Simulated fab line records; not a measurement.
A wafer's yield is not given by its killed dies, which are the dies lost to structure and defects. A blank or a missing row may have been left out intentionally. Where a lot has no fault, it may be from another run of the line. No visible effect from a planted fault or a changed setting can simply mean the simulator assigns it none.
Which tool did it? -- flow sky130 -- 12 lots with 36 wafers sampled at 5 steps, on a route of 708 steps

## WHAT THE GAUGES READ, wafer by wafer
SKY_CAPM_OVL_MEAS_12. Usual: CAPM_OVL -0.2 nm, standard deviation 1.4.
lot,measured,on,CAPM_OVL (nm),flag
L690,day 37 18:39,overlay-02,-0.1 -0.6 -1.0,
L691,day 38 01:53,overlay-02,1.7 0.4 1.9,
L692,day 38 05:15,overlay-01,-1.8 -0.3 -1.3,
L693,day 38 11:37,overlay-01,1.3 1.6 2.3,
L694,day 38 22:31,overlay-01,-1.1 -1.1 -0.8,
L698,day 39 23:03,overlay-02,-4.1 -2.5 -1.8,
L702,day 41 06:37,overlay-01,-0.4 0.4 0.3,
L704,day 41 18:47,overlay-02,0.9 0.5 0.6,
L705,day 42 01:26,overlay-02,-0.7 -1.7 -2.4,
L706,day 42 07:16,overlay-02,-0.7 -1.9 -1.0,
L710,day 43 11:25,overlay-02,-0.2 -0.4 0.0,
L712,day 43 16:49,overlay-02,-2.8 -2.7 -4.2,

SKY_VIA3_THK_MEAS_01. Usual: VIA3_HDPCVD_THK 1634 nm, standard deviation 17.
lot,measured,on,VIA3_HDPCVD_THK (nm),flag
L690,day 38 22:04,film_metro-01,1626 1634 1629,
L691,day 39 05:16,film_metro-02,1634 1616 1656,
L692,day 39 07:49,film_metro-03,1628 1630 1605,
L693,day 39 14:46,film_metro-02,1642 1641 1648,
L694,day 40 01:11,film_metro-03,1618 1599 1620,
L698,day 41 01:28,film_metro-03,1644 1666 1641,
L702,day 42 08:13,film_metro-01,1635 1630 1656,
L704,day 42 20:02,film_metro-03,1600 1628 1637,
L705,day 43 01:59,film_metro-03,707 1618 714 707 1618 713,OFF
L706,day 43 07:52,film_metro-03,715 736 1640 713 737 1639,OFF
L710,day 44 11:36,film_metro-01,1638 1612 1621,
L712,day 44 17:13,film_metro-03,1601 1609 1608,

SKY_VIA3_BOW_MEAS_03. Usual: VIA3_BOW 80 um, standard deviation 9.
lot,measured,on,VIA3_BOW (um),flag
L690,day 38 22:26,film_metro-01,87 83 75,
L691,day 39 06:10,film_metro-01,83 75 79,
L692,day 39 08:11,film_metro-02,70 81 82,
L693,day 39 15:07,film_metro-03,67 81 86,
L694,day 40 01:33,film_metro-01,89 85 67,
L698,day 41 01:50,film_metro-01,75 80 73,
L702,day 42 08:35,film_metro-02,93 89 89,
L704,day 42 20:25,film_metro-01,63 79 73,
L705,day 43 04:46,film_metro-02,91 83 91,
L706,day 43 12:23,film_metro-02,79 76 73,
L710,day 44 11:58,film_metro-03,80 86 98,
L712,day 44 17:35,film_metro-03,82 73 72,

## WHAT TOOL EACH LOT RAN ON (gives the tool, then ch and the chambers of the sampled wafers, and finally the start)
lot,SKY_VIA2_ETCH_14,SKY_VIA3_HDPCVD_00
L690,"rie_diel-04 ch 1,2, day 36 14:55","hdpcvd-01 ch 0,2, day 38 21:53"
L691,"rie_diel-03 ch 2,3, day 36 22:36","hdpcvd-01 ch 1,2, day 39 05:04"
L692,"rie_diel-02 ch 0,1,3, day 37 01:32","hdpcvd-01 ch 0,1,2, day 39 07:39"
L693,"rie_diel-02 ch 1,2,3, day 37 08:05","hdpcvd-02 ch 0,1,2, day 39 14:35"
L694,"rie_diel-04 ch 1,2,3, day 37 20:17","hdpcvd-01 ch 0,1, day 40 01:01"
L698,"rie_diel-03 ch 0,1,3, day 38 20:45","hdpcvd-02 ch 0,2, day 41 01:18"
L702,"rie_diel-03 ch 0,2,3, day 40 05:02","hdpcvd-01 ch 1,2, day 42 08:03"
L704,"rie_diel-04 ch 0,1, day 40 17:47","hdpcvd-01 ch 0,1,2, day 42 19:53"
L705,"rie_diel-04 ch 2,3, day 40 23:48","hdpcvd-02 ch 0,1,2, day 43 01:49"
L706,"rie_diel-02 ch 0,1,3, day 41 06:28","hdpcvd-02 ch 0,2, day 43 07:41"
L710,"rie_diel-02 ch 0,1,3, day 42 11:03","hdpcvd-01 ch 0,1, day 44 11:26"
L712,"rie_diel-02 ch 1,2,3, day 42 16:22","hdpcvd-01 ch 1,2, day 44 17:02"
- SKY_VIA2_ETCH_14: etches BARC in N2/H2, stops on SiO2, time 45.9 s, target depth 60 nm.
- SKY_VIA3_HDPCVD_00: deposits SiO2, target thk 1635 nm, time 272.5 s.

## AS READ BY THE TOOLS THEMSELVES (means over the sampled wafers that have a number; for cases with no such wafer, the mark the record gives instead)
SKY_VIA2_ETCH_14. Usual: drypump_motor_current_A 5.9 A, standard deviation 0.48; h2_flow_sccm 200.0 sccm, standard deviation 0.59; oes_product_au 0.854 a.u., standard deviation 0.005; throttle_valve_pct 13.226 %, standard deviation 0.01.
lot,tool,drypump_motor_current_A (A),h2_flow_sccm (sccm),oes_product_au (a.u.),throttle_valve_pct (%),flag
L690,rie_diel-04,6.2,200.3,0.850,13.232,
L691,rie_diel-03,5.4,200.2,0.857,13.216,
L692,rie_diel-02,6.3,200.0,0.853,13.229,
L693,rie_diel-02,5.9,199.9,0.855,13.232,
L694,rie_diel-04,6.0,199.5,0.857,13.218,
L698,rie_diel-03,5.8,199.7,0.849,13.218,
L702,rie_diel-03,5.7,199.4,0.854,13.233,
L704,rie_diel-04,6.5,200.7,0.851,13.233,
L705,rie_diel-04,5.8,199.9,0.851,13.220,
L706,rie_diel-02,6.3,199.5,0.859,13.224,
L710,rie_diel-02,6.3,200.0,0.848,13.225,
L712,rie_diel-02,6.0,200.0,0.854,13.224,

SKY_VIA3_HDPCVD_00. Usual: 300.4 s for run_length_s, sd 0.63.
lot,tool,run_length_s (s),flag
L690,hdpcvd-01,300.4,
L691,hdpcvd-01,300.6,
L692,hdpcvd-01,300.0,
L693,hdpcvd-02,300.7,
L694,hdpcvd-01,300.3,
L698,hdpcvd-02,300.8,
L702,hdpcvd-01,300.3,
L704,hdpcvd-01,300.2,
L705,hdpcvd-02,198.7,OFF
L706,hdpcvd-02,198.9,OFF
L710,hdpcvd-01,299.8,
L712,hdpcvd-01,300.3,

## THE ANSWER, worked out from the rows above alone
Rule: take the mean of a lot's wafers that have a number; if it is more than 3 standard deviations from the usual mean, the lot is off. A lot without any number at a reading at which 4 lots or more have one is off too. Any other lot the step has rows for is counted as sound. After the gauges, taken in route order, come the tools' own readings; for these a lot's mean is taken, as printed above. The first step at which some lot is off is used, and at that step the reading that is off furthest; a lot without a number counts as furthest.
Off: at SKY_VIA3_THK_MEAS_01 (VIA3_HDPCVD_THK), L705, L706.
If a tool, at a process step before that reading, ran all the lots that are off and no sound lot after the first of them, it fits. The gauges at SKY_VIA3_THK_MEAS_01 aren't tried: what is off there is off at SKY_VIA3_HDPCVD_00 too, on other tools, and a gauge's error can't cause that. One fits: SKY_VIA3_HDPCVD_00 on hdpcvd-02. A fault onset in the window from L698 (day 41 01:18, its last sound lot) to L705 (day 43 01:49, its first lot off) fits.
The tool's own readings at SKY_VIA3_HDPCVD_00 bear it out: on the lots that are off they differ by more than 5 times the standard deviation of the sound lots' means. run_length_s reads 198.8 s there against 300.3 s on the sound lots.

## WHAT WAS PUT IN BY THE SIMULATOR
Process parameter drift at SKY_VIA3_HDPCVD_00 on hdpcvd-02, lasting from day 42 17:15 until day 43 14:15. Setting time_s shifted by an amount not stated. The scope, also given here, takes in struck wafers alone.
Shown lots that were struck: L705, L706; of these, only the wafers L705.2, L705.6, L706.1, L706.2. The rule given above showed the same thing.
